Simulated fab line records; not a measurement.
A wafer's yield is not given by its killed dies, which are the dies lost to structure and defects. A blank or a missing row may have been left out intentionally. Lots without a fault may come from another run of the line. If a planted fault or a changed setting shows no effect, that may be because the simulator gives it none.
Which tool did it? | flow sfq-line | 42 wafers from 15 lots sampled at 2 of the route's 325 steps

== WHAT THE GAUGES SHOWED, per wafer ==
No reading from a measuring or inspecting step in the record can be judged against a usual standard deviation.

== WHAT TOOL EACH LOT RAN ON (gives the tool, then ch and the chambers of the sampled wafers, and finally the start) ==
lot  | SFQ_TRILAYER_M3_LITHO_COAT_080    | SFQ_TRILAYER_M3_BARC_OPEN_METAL_ETCH_100
L990 | litho-track-01 ch 0, day 23 09:10 | rie-metal-04 ch 1, day 28 03:44
L991 | litho-track-01 ch 0, day 23 13:58 | rie-metal-03 ch 0, day 28 10:56
L994 | litho-track-03 ch 0, day 24 04:14 | rie-metal-03 ch 0,1, day 28 23:47
L995 | litho-track-03 ch 0, day 24 09:26 | rie-metal-03 ch 0,1, day 29 04:35
L996 | litho-track-03 ch 0, day 24 21:05 | rie-metal-04 ch 0,1, day 29 14:11
L997 | litho-track-02 ch 0, day 25 10:59 | rie-metal-03 ch 0,1, day 29 21:40
L998 | litho-track-02 ch 0, day 25 23:05 | rie-metal-02 ch 0,1, day 30 03:25
L100 | litho-track-02 ch 0, day 27 14:41 | rie-metal-04 ch 0,1, day 31 04:38
L101 | litho-track-02 ch 0, day 27 19:17 | rie-metal-04 ch 0, day 31 09:23
L102 | litho-track-02 ch 0, day 27 21:53 | rie-metal-03 ch 0,1, day 31 11:23
L109 | litho-track-02 ch 0, day 30 23:18 | rie-metal-03 ch 0,1, day 33 14:56
L110 | litho-track-03 ch 0, day 31 02:57 | rie-metal-03 ch 0, day 33 18:32
L111 | litho-track-01 ch 0, day 31 11:18 | rie-metal-02 ch 0,1, day 33 23:20
L112 | litho-track-03 ch 0, day 31 23:29 | rie-metal-04 ch 0,1, day 34 05:22
L113 | litho-track-01 ch 0, day 32 02:58 | rie-metal-04 ch 0,1, day 34 07:44
- SFQ_TRILAYER_M3_LITHO_COAT_080: resist thk 62 nm.
- SFQ_TRILAYER_M3_BARC_OPEN_METAL_ETCH_100: etches BARC in O2, target depth 125 nm, time 41.7 s.

== WHAT THE TOOLS THEMSELVES READ (means of the sampled wafers that have a number; where no wafer has one, the mark that the record gives instead) ==
SFQ_TRILAYER_M3_BARC_OPEN_METAL_ETCH_100. Usual: drypump-motor-current-A 5.6 A, standard deviation 0.4; oes-product-au 0.685 a.u., standard deviation 0.0045.
lot  | tool         | drypump-motor-current-A (A) | oes-product-au (a.u.) | flag
L990 | rie-metal-04 | 5.8                         | 0.685                 |
L991 | rie-metal-03 | 5.1                         | 0.686                 |
L994 | rie-metal-03 | 5.2                         | 0.685                 |
L995 | rie-metal-03 | 5.2                         | 0.685                 |
L996 | rie-metal-04 | 5.9                         | 0.684                 |
L997 | rie-metal-03 | 5.2                         | 0.683                 |
L998 | rie-metal-02 | 5.9                         | 0.687                 |
L100 | rie-metal-04 | 5.9                         | 0.654                 | OFF
L101 | rie-metal-04 | 6.0                         | 0.631                 | OFF
L102 | rie-metal-03 | 5.2                         | 0.661                 | OFF
L109 | rie-metal-03 | 5.2                         | 0.683                 |
L110 | rie-metal-03 | 5.1                         | 0.685                 |
L111 | rie-metal-02 | 5.8                         | 0.681                 |
L112 | rie-metal-04 | 5.9                         | 0.684                 |
L113 | rie-metal-04 | 5.9                         | 0.686                 |

== THE ANSWER, worked out from the rows above alone ==
Rule: take the mean of a lot's wafers that have a number; if it is more than 3 standard deviations from the usual mean, the lot is off. A lot without any number at a reading at which 4 lots or more have one is off too. The other lots that the step has rows for count as sound. After the gauges, taken in route order, come the tools' own readings; for these a lot's mean is taken, as printed above. The first step at which some lot is off is used, and at that step the reading that is off furthest; a lot without a number counts as furthest.
Off: L100, L101, L102 (SFQ_TRILAYER_M3_BARC_OPEN_METAL_ETCH_100, oes-product-au).
If a tool, at that step or one of the process steps before it, ran each lot that is off and ran no sound lot following the first of them, it fits. No candidate that was tried fits.

== WHAT THE SIMULATOR HAD INSERTED ==
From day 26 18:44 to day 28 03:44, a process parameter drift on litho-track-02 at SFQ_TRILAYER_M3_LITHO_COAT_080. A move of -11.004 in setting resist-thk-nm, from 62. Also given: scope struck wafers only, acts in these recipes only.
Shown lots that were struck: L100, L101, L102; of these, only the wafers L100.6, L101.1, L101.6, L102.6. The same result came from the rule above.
